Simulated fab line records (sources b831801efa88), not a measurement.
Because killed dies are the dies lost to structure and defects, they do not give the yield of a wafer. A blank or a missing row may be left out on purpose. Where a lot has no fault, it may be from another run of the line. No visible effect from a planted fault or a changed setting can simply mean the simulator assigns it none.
Tool commonality check / flow gf180mcu / 13 lots, 48 wafers sampled

## REASON FOR OPENING
Of 13 lots, 3 have the reading VT_IMPLANT_2_TW flagged at GF_VT_IMPLANT_TW_MEAS_21. Fault-free wafers read 1222, with a standard deviation of 12.
Rule: a lot is flagged when every wafer of it that has a number lies more than 4 standard deviations from that mean, or none has a number. All remaining lots are regarded as sound.

lot=L477; measured=day 6 06:34; on=film metro-01; VT_IMPLANT_2_TW, wafer by wafer=1227 1231 1231; flag=
lot=L478; measured=day 6 10:31; on=film metro-01; VT_IMPLANT_2_TW, wafer by wafer=1238 1233 1231; flag=
lot=L479; measured=day 6 20:52; on=film metro-02; VT_IMPLANT_2_TW, wafer by wafer=1200 1199 1199; flag=
lot=L481; measured=day 7 08:06; on=film metro-01; VT_IMPLANT_2_TW, wafer by wafer=1222 1230 1227; flag=
lot=L482; measured=day 7 14:36; on=film metro-01; VT_IMPLANT_2_TW, wafer by wafer=1215 1224 1220; flag=
lot=L483; measured=day 7 17:28; on=film metro-04; VT_IMPLANT_2_TW, wafer by wafer=1231 1230 1226; flag=
lot=L486; measured=day 8 14:34; on=film metro-02; VT_IMPLANT_2_TW, wafer by wafer=1083 1083 1089 1090 1089 1086; flag=FLAGGED
lot=L489; measured=day 9 11:04; on=film metro-02; VT_IMPLANT_2_TW, wafer by wafer=1089 1088 1091 1089 1088 1091; flag=FLAGGED
lot=L491; measured=day 9 22:53; on=film metro-04; VT_IMPLANT_2_TW, wafer by wafer=1115 1104 1113 1119 1113 1114; flag=FLAGGED
lot=L495; measured=day 11 00:54; on=film metro-01; VT_IMPLANT_2_TW, wafer by wafer=1233 1238 1239; flag=
lot=L498; measured=day 11 18:52; on=film metro-02; VT_IMPLANT_2_TW, wafer by wafer=1206 1208 1200; flag=
lot=L499; measured=day 12 02:00; on=film metro-04; VT_IMPLANT_2_TW, wafer by wafer=1219 1218 1221; flag=
lot=L500; measured=day 12 14:46; on=film metro-02; VT_IMPLANT_2_TW, wafer by wafer=1219 1215 1227; flag=
Average over the flagged lots: 1096; offset from the usual -126, equal to -10 standard deviations.

## LOT BY LOT: THE TOOL USED
2 process steps preceding the reading are held in the record, out of 602 steps in the route. Cell contents, in order: the tool; ch with the chambers the sampled wafers went through; the start.
lot=L477; flag=; GF_MVPSD_STRIP_10=plasma asher-02 ch 0,1, day 5 00:50; GF_VT_IMPLANT_IMPLANT_19=implanter-04 ch 0, day 6 06:19
lot=L478; flag=; GF_MVPSD_STRIP_10=plasma asher-02 ch 0,1, day 5 05:23; GF_VT_IMPLANT_IMPLANT_19=implanter-03 ch 0, day 6 10:17
lot=L479; flag=; GF_MVPSD_STRIP_10=plasma asher-02 ch 0,1, day 5 14:28; GF_VT_IMPLANT_IMPLANT_19=implanter-03 ch 0, day 6 20:40
lot=L481; flag=; GF_MVPSD_STRIP_10=plasma asher-01 ch 0,1, day 6 00:45; GF_VT_IMPLANT_IMPLANT_19=implanter-01 ch 0, day 7 07:51
lot=L482; flag=; GF_MVPSD_STRIP_10=plasma asher-02 ch 0,1, day 6 06:56; GF_VT_IMPLANT_IMPLANT_19=implanter-03 ch 0, day 7 14:21
lot=L483; flag=; GF_MVPSD_STRIP_10=plasma asher-04 ch 0,1, day 6 10:20; GF_VT_IMPLANT_IMPLANT_19=implanter-01 ch 0, day 7 17:13
lot=L486; flag=FLAGGED; GF_MVPSD_STRIP_10=plasma asher-01 ch 0,1, day 7 05:41; GF_VT_IMPLANT_IMPLANT_19=implanter-03 ch 0, day 8 14:20
lot=L489; flag=FLAGGED; GF_MVPSD_STRIP_10=plasma asher-04 ch 0,1, day 8 01:04; GF_VT_IMPLANT_IMPLANT_19=implanter-03 ch 0, day 9 10:51
lot=L491; flag=FLAGGED; GF_MVPSD_STRIP_10=plasma asher-02 ch 0,1, day 8 12:16; GF_VT_IMPLANT_IMPLANT_19=implanter-03 ch 0, day 9 22:41
lot=L495; flag=; GF_MVPSD_STRIP_10=plasma asher-04 ch 0,1, day 9 12:26; GF_VT_IMPLANT_IMPLANT_19=implanter-01 ch 0, day 11 00:40
lot=L498; flag=; GF_MVPSD_STRIP_10=plasma asher-01 ch 0,1, day 10 06:14; GF_VT_IMPLANT_IMPLANT_19=implanter-01 ch 0, day 11 18:37
lot=L499; flag=; GF_MVPSD_STRIP_10=plasma asher-01 ch 0,1, day 10 12:57; GF_VT_IMPLANT_IMPLANT_19=implanter-01 ch 0, day 12 01:46
lot=L500; flag=; GF_MVPSD_STRIP_10=plasma asher-04 ch 0, day 11 01:32; GF_VT_IMPLANT_IMPLANT_19=implanter-04 ch 0, day 12 14:31
What these steps do:
- GF_MVPSD_STRIP_10: strips in O2/N2.
- GF_VT_IMPLANT_IMPLANT_19
- GF_VT_IMPLANT_TW_MEAS_21

## FLAGGED AGAINST TOTAL, ONE TOOL AT A TIME (gauges that did the reading follow at the end)
step=GF_MVPSD_STRIP_10; tool=plasma asher-01; lots run=4; flagged=1; share of the flagged lots=some; sound lots run after its first flagged lot=2 (L498,L499)
step=GF_MVPSD_STRIP_10; tool=plasma asher-02; lots run=5; flagged=1; share of the flagged lots=some; sound lots run after its first flagged lot=0
step=GF_MVPSD_STRIP_10; tool=plasma asher-04; lots run=4; flagged=1; share of the flagged lots=some; sound lots run after its first flagged lot=2 (L495,L500)
step=GF_VT_IMPLANT_IMPLANT_19; tool=implanter-01; lots run=5; flagged=0; share of the flagged lots=none; sound lots run after its first flagged lot=-
step=GF_VT_IMPLANT_IMPLANT_19; tool=implanter-03; lots run=6; flagged=3; share of the flagged lots=all; sound lots run after its first flagged lot=0
step=GF_VT_IMPLANT_IMPLANT_19; tool=implanter-04; lots run=2; flagged=0; share of the flagged lots=none; sound lots run after its first flagged lot=-
step=GF_VT_IMPLANT_TW_MEAS_21; tool=film metro-01; lots run=5; flagged=0; share of the flagged lots=none; sound lots run after its first flagged lot=-
step=GF_VT_IMPLANT_TW_MEAS_21; tool=film metro-02; lots run=5; flagged=2; share of the flagged lots=some; sound lots run after its first flagged lot=2 (L498,L500)
step=GF_VT_IMPLANT_TW_MEAS_21; tool=film metro-04; lots run=3; flagged=1; share of the flagged lots=some; sound lots run after its first flagged lot=1 (L499)

## THE TABLE: WHAT IT ALLOWS
In the table, 1 row covers all flagged lots: implanter-03 at GF_VT_IMPLANT_IMPLANT_19.
- implanter-03 at GF_VT_IMPLANT_IMPLANT_19: 3 of its 6 lots flagged. Its last sound lot is L482 (day 7 14:21), its first flagged lot L486 (day 8 14:20): a fault that began between those two fits. Its own readings lie more than 4 standard deviations out on every wafer of the flagged lots: dose ions cm2, faraday current uA.
implanter-03 at GF_VT_IMPLANT_IMPLANT_19 is the single tool remaining.

## WHAT HAD BEEN PUT IN BY THE SIMULATOR
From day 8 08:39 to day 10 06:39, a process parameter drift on implanter-03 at GF_VT_IMPLANT_IMPLANT_19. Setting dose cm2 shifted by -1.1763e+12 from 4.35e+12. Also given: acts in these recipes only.
Lots struck among those shown: L486, L489, L491. The rule given above showed the same thing.
